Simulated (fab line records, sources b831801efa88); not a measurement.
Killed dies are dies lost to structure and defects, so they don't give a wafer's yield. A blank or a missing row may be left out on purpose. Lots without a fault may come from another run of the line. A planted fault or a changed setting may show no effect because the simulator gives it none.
Which tool did it? | flow sky130 | 12 lots, 36 wafers sampled, at 3 steps of a route of 708

WHAT THE GAUGES READ, wafer by wafer
SKY_VIA2_RS_MEAS_22: measures by four-point-probe. Usual: VIA2_W_RS 0.255 ohm/sq, standard deviation 0.0039.
lot  | measured     | on            | VIA2_W_RS (ohm/sq) | flag
L649 | day 36 04:04 | film_metro-01 | 0.259 0.255 0.254  |
L650 | day 37 12:05 | film_metro-03 | 0.255 0.259 0.259  |
L651 | day 37 13:04 | film_metro-03 | 0.256 0.262 0.253  |
L655 | day 38 02:42 | film_metro-02 | 0.250 0.259 0.252  |
L659 | day 39 03:59 | film_metro-01 | 0.254 0.260 0.254  |
L658 | day 39 07:43 | film_metro-03 | 0.256 0.252 0.250  |
L663 | day 40 13:16 | film_metro-02 | 0.260 0.252 0.255  |
L665 | day 41 06:13 | film_metro-03 | 0.256 0.256 0.249  |
L666 | day 41 07:57 | film_metro-01 | 0.254 0.248 0.255  |
L669 | day 42 15:16 | film_metro-01 | 0.260 0.252 0.249  |
L672 | day 44 06:40 | film_metro-03 | 0.254 0.260 0.260  |
L671 | day 44 07:01 | film_metro-01 | 0.256 0.255 0.247  |

WHICH TOOL RAN EACH LOT (tool, then ch and the chambers of the sampled wafers, then the start)
lot  | SKY_VIA2_ETCH_15                   | SKY_VIA2_CVD_21
L649 | rie_diel-04 ch 0,1,3, day 36 03:13 | cvd_w-02 ch 0,1, day 36 03:56
L650 | rie_diel-03 ch 0,2, day 37 11:10   | cvd_w-01 ch 0,1, day 37 11:56
L651 | rie_diel-01 ch 0,1,3, day 37 12:10 | cvd_w-01 ch 0,1, day 37 12:55
L655 | rie_diel-01 ch 1,2, day 38 01:49   | cvd_w-01 ch 0,1, day 38 02:34
L659 | rie_diel-03 ch 1,2,3, day 39 03:07 | cvd_w-01 ch 0,1, day 39 03:52
L658 | rie_diel-04 ch 0,1,3, day 39 06:52 | cvd_w-01 ch 0,1, day 39 07:35
L663 | rie_diel-03 ch 2,3, day 40 12:22   | cvd_w-01 ch 0,1, day 40 13:08
L665 | rie_diel-04 ch 0,1,3, day 41 05:22 | cvd_w-02 ch 0,1, day 41 06:05
L666 | rie_diel-04 ch 0,1,3, day 41 07:04 | cvd_w-01 ch 0,1, day 41 07:50
L669 | rie_diel-04 ch 0,1,2, day 42 14:25 | cvd_w-01 ch 0,1, day 42 15:08
L672 | rie_diel-01 ch 0,1,3, day 44 05:49 | cvd_w-01 ch 0,1, day 44 06:32
L671 | rie_diel-04 ch 1,2,3, day 44 06:10 | cvd_w-02 ch 0,1, day 44 06:53
- SKY_VIA2_ETCH_15: etches SiO2 in C4F8/O2/Ar, stops on TiN, target depth 546 nm, time 86.05 s.
- SKY_VIA2_CVD_21: deposits W, target thk 420 nm, time 126.4 s.

WHAT THE TOOLS THEMSELVES READ (means of the sampled wafers that have a number; where no wafer has one, the mark that the record gives instead)
SKY_VIA2_ETCH_15. Usual: oes_product_au 0.936 a.u., standard deviation 0.0054.
lot  | tool        | oes_product_au (a.u.) | flag
L649 | rie_diel-04 | 0.938                 |
L650 | rie_diel-03 | 0.935                 |
L651 | rie_diel-01 | 0.929                 |
L655 | rie_diel-01 | 0.936                 |
L659 | rie_diel-03 | 0.935                 |
L658 | rie_diel-04 | 0.934                 |
L663 | rie_diel-03 | 0.934                 |
L665 | rie_diel-04 | 0.933                 |
L666 | rie_diel-04 | 0.934                 |
L669 | rie_diel-04 | 0.937                 |
L672 | rie_diel-01 | 0.939                 |
L671 | rie_diel-04 | 0.948                 |

SKY_VIA2_CVD_21. Usual: heater_power_w 792 W, standard deviation 43.
lot  | tool     | heater_power_w (W) | flag
L649 | cvd_w-02 | 839                |
L650 | cvd_w-01 | 752                |
L651 | cvd_w-01 | 783                |
L655 | cvd_w-01 | 769                |
L659 | cvd_w-01 | 775                |
L658 | cvd_w-01 | 775                |
L663 | cvd_w-01 | 767                |
L665 | cvd_w-02 | 822                |
L666 | cvd_w-01 | 774                |
L669 | cvd_w-01 | 771                |
L672 | cvd_w-01 | 767                |
L671 | cvd_w-02 | 821                |

THE ANSWER, worked out from the rows above alone
Rule: a lot is off if the mean of its wafers that have a number lies more than 3 standard deviations from the usual mean. A lot without any number at a reading at which 4 lots or more have one is off too. The other lots that the step has rows for count as sound. The gauges are gone through in route order, then the tools' own readings, and for those a lot's mean is taken as printed above. The first step at which some lot is off is used, and at that step the reading that is off furthest; a lot without a number counts as furthest.
No lot is off at any reading shown: from this, nothing can be told.

WHAT THE SIMULATOR HAD PUT IN
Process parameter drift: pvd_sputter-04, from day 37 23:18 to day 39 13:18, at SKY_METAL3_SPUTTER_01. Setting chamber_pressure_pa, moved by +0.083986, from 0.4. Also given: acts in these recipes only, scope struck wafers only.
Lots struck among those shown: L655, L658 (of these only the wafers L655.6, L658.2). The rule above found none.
